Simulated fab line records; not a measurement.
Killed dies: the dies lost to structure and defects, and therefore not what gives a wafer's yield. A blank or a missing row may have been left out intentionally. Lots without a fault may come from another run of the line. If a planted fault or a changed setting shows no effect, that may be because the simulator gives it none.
Chamber matching / flow sky130 / SKY_VIA4_CMP_02 on cmp-01 has 4 sister chambers
The step polishes SiO2. 4 wafers are shown with their chamber, then 10 later ones without.

WAFERS WITH THEIR CHAMBER
wafer=L087.2; chamber=1; motorCurrentA (A)=12.0
wafer=L087.5; chamber=3; motorCurrentA (A)=11.1
wafer=L093.1; chamber=2; motorCurrentA (A)=13.3
wafer=L093.3; chamber=0; motorCurrentA (A)=11.0

WAFERS MISSING THEIR CHAMBER
wafer=L093.5; motorCurrentA (A)=11.3
wafer=L092.3; motorCurrentA (A)=11.8
wafer=L092.4; motorCurrentA (A)=11.0
wafer=L092.5; motorCurrentA (A)=11.6
wafer=L096.2; motorCurrentA (A)=10.9
wafer=L096.3; motorCurrentA (A)=13.4
wafer=L096.4; motorCurrentA (A)=10.6
wafer=L097.1; motorCurrentA (A)=13.2
wafer=L097.3; motorCurrentA (A)=10.8
wafer=L097.5; motorCurrentA (A)=10.8

CHAMBER TAKEN BY EACH
wafer=L093.5; from the rows above=can't be placed: 3 or 0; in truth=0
wafer=L092.3; from the rows above=1; in truth=1
wafer=L092.4; from the rows above=can't be placed: 0 or 3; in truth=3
wafer=L092.5; from the rows above=can't be placed: 1 or 3 or 0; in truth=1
wafer=L096.2; from the rows above=can't be placed: 0 or 3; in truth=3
wafer=L096.3; from the rows above=2; in truth=2
wafer=L096.4; from the rows above=can't be placed: 0 or 3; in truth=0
wafer=L097.1; from the rows above=2; in truth=2
wafer=L097.3; from the rows above=can't be placed: 0 or 3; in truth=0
wafer=L097.5; from the rows above=can't be placed: 0 or 3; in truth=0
Correctly placed: 3 of 10. Unplaceable from these rows: 7, with the true chamber sitting among the candidates in 7. 0 placed wrongly.
How it was worked out, from the rows above alone: a wafer's distance from a chamber is the root of the sum, over the readings, of the square of ((its reading less the chamber's mean) divided by the reading's scatter). If the next closest chamber is less than 2 further off than the closest, the wafer can't be placed; otherwise it belongs to the closest. Each chamber's mean is taken over the wafers shown for it. The scatter: with one shown wafer a chamber, the root of the mean of the squares of how far each hidden wafer lies from its nearest shown one.
